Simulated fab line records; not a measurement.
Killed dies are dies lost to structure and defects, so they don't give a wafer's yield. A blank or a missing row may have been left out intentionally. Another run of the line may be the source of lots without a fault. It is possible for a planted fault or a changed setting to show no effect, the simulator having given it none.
Chamber matching	flow sky130	4 sister chambers for SKY_POLY_CUT_ETCH_10 on rie-diel-02
The step etches BARC in N2/H2, stops on SiO2, time 45.9 s, target depth 60 nm. 20 wafers are shown with their chamber, then 10 later ones without.

== EACH WAFER AND ITS CHAMBER ==
wafer	chamber	rf-fwd-power-W (W)	throttle-valve-pct (%)	oes-product-au (a.u.)
L078.1	3	495.4	13.228	0.866
L078.4	1	493.4	13.218	0.854
L078.6	1	493.0	13.224	0.856
L079.2	1	495.5	13.200	0.850
L079.4	0	497.4	13.237	0.857
L079.6	2	496.2	13.225	0.855
L081.1	1	495.8	13.233	0.859
L081.3	0	497.1	13.219	0.861
L081.5	2	495.1	13.216	0.848
L083.1	0	495.7	13.211	0.853
L083.2	1	496.6	13.222	0.862
L083.6	2	496.5	13.223	0.854
L084.1	3	496.8	13.220	0.851
L084.3	1	498.9	13.229	0.853
L084.6	0	497.2	13.211	0.855
L085.1	1	494.3	13.224	0.853
L085.4	3	495.6	13.243	0.851
L085.6	1	497.4	13.219	0.844
L086.1	0	497.9	13.232	0.847
L086.3	2	494.1	13.227	0.850

SIGNATURES (means of the wafers above)
reading	chamber 0	chamber 1	chamber 2	chamber 3	scatter within a chamber
rf-fwd-power-W	497.060	495.613	495.475	495.933	1.5
throttle-valve-pct	13.22200	13.22113	13.22275	13.23033	0.00999
oes-product-au	0.85460	0.85387	0.85175	0.85600	0.00559
Rule: distance of a wafer from a chamber = root of the sum over the readings of ((wafer's reading minus chamber's mean) / reading's scatter) squared. The wafer belongs to the nearest chamber; if the next one is less than 2 further off, it can't be placed. The scatter: the root of (the sum of the squares of (reading less its chamber's mean) over the shown wafers, divided by (wafers less chambers)).

== WAFERS WITH NO CHAMBER GIVEN ==
wafer	rf-fwd-power-W (W)	throttle-valve-pct (%)	oes-product-au (a.u.)
L086.6	492.2	13.207	0.849
L090.1	498.2	13.222	0.861
L090.2	495.8	13.218	0.860
L090.5	498.7	13.225	0.856
L094.3	494.6	13.223	0.848
L094.4	493.9	13.220	0.844
L094.6	495.7	13.235	0.853
L097.3	494.9	13.238	0.866
L097.5	497.9	13.252	0.866
L097.6	496.9	13.236	0.853

== CHAMBER TAKEN BY EACH ==
wafer	from the rows above	in truth
L086.6	can't be placed: 2 or 1 or 3 or 0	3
L090.1	can't be placed: 0 or 3 or 1 or 2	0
L090.2	can't be placed: 1 or 0 or 3 or 2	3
L090.5	can't be placed: 0 or 3 or 1 or 2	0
L094.3	can't be placed: 2 or 1 or 3 or 0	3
L094.4	can't be placed: 2 or 1 or 3 or 0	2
L094.6	can't be placed: 3 or 2 or 1 or 0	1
L097.3	can't be placed: 3 or 1 or 0 or 2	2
L097.5	can't be placed: 3 or 0 or 1 or 2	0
L097.6	can't be placed: 3 or 0 or 2 or 1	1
Placed correctly: 0 of 10. Unplaceable from these rows: 10, with the true chamber sitting among the candidates in 10. Placed wrongly: 0.
